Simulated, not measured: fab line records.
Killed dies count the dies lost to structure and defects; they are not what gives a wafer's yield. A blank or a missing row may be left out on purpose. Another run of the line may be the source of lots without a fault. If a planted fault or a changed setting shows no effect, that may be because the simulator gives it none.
A struck lot beside a sound one || flow gf180mcu || 17 out of 602 route steps
Sound: the wafers L958.2, L958.3, L958.5. Struck: wafer L966.6; the same lot's L966.3 was not struck, so it is left out; see the end for the cause.
Each step with rows lists, per side, the tool, then ch with its chambers, then its first start. Under that, the readings that differ: sound wafers || struck wafers || difference of the means || sigmas: that difference in standard deviations of wafers without a fault.
alike: same words and numbers on both sides, and readings whose means sit less than 2 such deviations apart. not compared: any withheld reading, any reading some wafer has no value for, any bound like >300 that may hide the same value, and any number with overlapping values for which the record gives no deviation.
A row with sigmas, a row that says differs or no value, or rows on one side alone: a step with any of these is where the two part. Numbers that have no deviation but don't overlap get no sigmas and don't part them. A reading that every wafer of one side lacks parts them only if that side has two wafers or more.

first, 4 steps without rows for these wafers: GF_V3_SOFTBAKE_10 (time 60 s); GF_V3_EXPOSE_11 (exposes mask Via3, target cd 260 nm); GF_V3_PEB_12 (peb time 90 s); GF_V3_DEVELOP_13 (develop time 60 s).
GF_V3_CD_MEAS_14: target cd 260 nm.
  sound on cd_sem-02 at day 22 07:59; struck on cd_sem-02 at day 25 15:24
  alike: cd_nm
GF_V3_OVL_MEAS_15:
  sound on overlay-01 at day 22 08:05; struck on overlay-02 at day 25 15:29
  alike: V3_OVL
GF_V3_ETCH_16: etches BARC in N2/H2.
  sound on rie_diel-04 ch 1,2,3, day 22 08:07; struck on rie_diel-04 ch 0, day 25 15:31
{"reading": "throttle_valve_pct (%)", "sound": "13.209 13.231 13.218", "struck": 13.246, "difference": "+0.027", "sigmas": "+3"}
  alike: drypump_motor_current_A, oes_product_au
GF_V3_ETCH_17: etches SiO2 in C4F8/O2/Ar, stops on TiN, target depth 635 nm.
  sound: rie_diel-04 ch 1,2,3; struck: rie_diel-04 ch 0
  alike: oes_product_au
GF_V3_STRIP_18: strips in O2/N2.
  sound on plasma_asher-04 ch 0,1, day 22 08:14; struck on plasma_asher-02 ch 1, day 25 15:40
{"reading": "oes_product_au (a.u.)", "sound": "0.599 0.596 0.591", "struck": 0.585, "difference": -0.010, "sigmas": -2}
  alike: drypump_motor_current_A, heater_power_w
  not compared: rf_hours_counter_h
then, 2 steps without rows for these wafers: GF_V3_STRIP_19 (strips in post etch residue remover, time 1200 s); GF_V3_CLEAN_20 (cleans in DIW).
GF_V3_SPUTTER_21: material Ti, target thk 15 nm, time 80.02 s.
  sound on pvd_sputter-03 at day 22 08:49; struck on pvd_sputter-04 at day 25 16:13
  alike: chamber_pressure_pa, throttle_valve_pct
GF_V3_SPUTTER_22: material TiN, target thk 10 nm, time 40 s.
  sound on pvd_sputter-03 at day 22 08:52; struck on pvd_sputter-04 at day 25 16:16
{"reading": "model.TiN_of_V3_SPUTTER_22.thk_nm (nm)", "sound": "10.09 10.09 10.04", "struck": 17.87, "difference": "+7.80", "sigmas": ""}
  alike: chamber_pressure_pa, throttle_valve_pct
GF_V3_CVD_23: deposits W, target thk 350 nm, time 104.9 s.
  sound on cvd_w-02 ch 0,1, day 22 08:55; struck on cvd_w-01 ch 0, day 25 16:21
  alike: heater_power_w
GF_V3_RS_MEAS_24: measurement is done with a four-point probe.
  sound on film_metro-02 at day 22 09:02; struck on film_metro-02 at day 25 16:51
  alike: V3_W_RS
  not compared: hold
GF_V3_THK_MEAS_25: measures by xrf.
  sound on film_metro-02 at day 22 09:09; struck on film_metro-02 at day 25 21:55
  alike: V3_W_THK
  not compared: hold
-- the record jumps here: 6 days lie between the struck wafers' starts before and after (it left off in module V3 and takes up again in module PASSIVATION, whose first step shown is number 602 of the route) --
GF_PASSIVATION_PROBE_99:
  the record has rows for the struck wafers here (prober-02, day 31 16:00) and none for the sound ones

WHERE THEY PART
At GF_V3_ETCH_16 first; at GF_PASSIVATION_PROBE_99 last (within this record only).

WHY: what had been put in by the simulator
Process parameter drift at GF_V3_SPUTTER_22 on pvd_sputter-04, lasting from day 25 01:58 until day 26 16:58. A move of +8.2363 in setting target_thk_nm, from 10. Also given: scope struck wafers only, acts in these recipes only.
